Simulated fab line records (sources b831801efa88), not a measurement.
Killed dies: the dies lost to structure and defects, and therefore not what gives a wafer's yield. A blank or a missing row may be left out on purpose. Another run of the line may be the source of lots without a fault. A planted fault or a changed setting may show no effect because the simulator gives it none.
2 desks looking at one fault ; flow gf180mcu ; what lay behind the numbers comes last; until then each desk has only its own

## AT THE TOOL OWNER'S DESK: pvd-sputter-02
The tool's own readings at GF_V5_SPUTTER_21 (material Ti, target thk 15 nm, time 80.02 s): means of the sampled wafers that have a number, for each lot that ran on this tool. Marked OUT: a lot whose mean sits more than 4 standard deviations from the usual mean, which makes it out of limits; the brackets give that distance.
Columns: A = cathode-dc-power-W at GF_V5_SPUTTER_21, usual 2500.0 W; B = chamber-pressure-pa at GF_V5_SPUTTER_21, usual 5.001 Pa; C = throttle-valve-pct at GF_V5_SPUTTER_21, usual 29.5 %
lot;first seen here;A;B;C
L399;day 27 11:38;2499.9;5.007;29.0
L400;day 27 17:15;2499.7;5.002;29.8
L402;day 28 07:49;2499.9;5.008;29.7
L404;day 29 00:11;2500.5;5.001;29.1
L407;day 29 23:25;2499.6;5.007;29.7
Result from this desk: across the 5 lots, nothing is out of limits.

## FROM THE METROLOGY DESK
What the gauges read for every lot (on any tool): the sampled wafers with a number, averaged. Marked OUT: a lot whose mean sits more than 4 standard deviations from the usual mean, which makes it out of limits; the brackets give that distance.
Columns: A = TOP_METAL_ALCU_RS at GF_TOP_METAL_RS_MEAS_05, usual 0.0327 ohm/sq
lot;first seen here;A
L399;day 27 12:33;0.0325
L400;day 27 18:11;0.0328
L402;day 28 08:44;0.0320
L404;day 29 01:09;0.0328
L405;day 29 04:42;0.0327
L406;day 29 17:23;0.0325
L407;day 30 00:20;0.0325
L408;day 30 10:19;0.0326
L409;day 30 16:22;0.0329
L411;day 31 00:14;0.0329
L413;day 31 21:01;0.0327
L415;day 32 02:50;0.0330
Result from this desk: across the 12 lots, nothing is out of limits.

## TAKEN TOGETHER
The desk of the tool owner found nothing out of limits.
From the metrology desk's view, nothing was out of limits.

## WHAT THE SIMULATOR PUT IN
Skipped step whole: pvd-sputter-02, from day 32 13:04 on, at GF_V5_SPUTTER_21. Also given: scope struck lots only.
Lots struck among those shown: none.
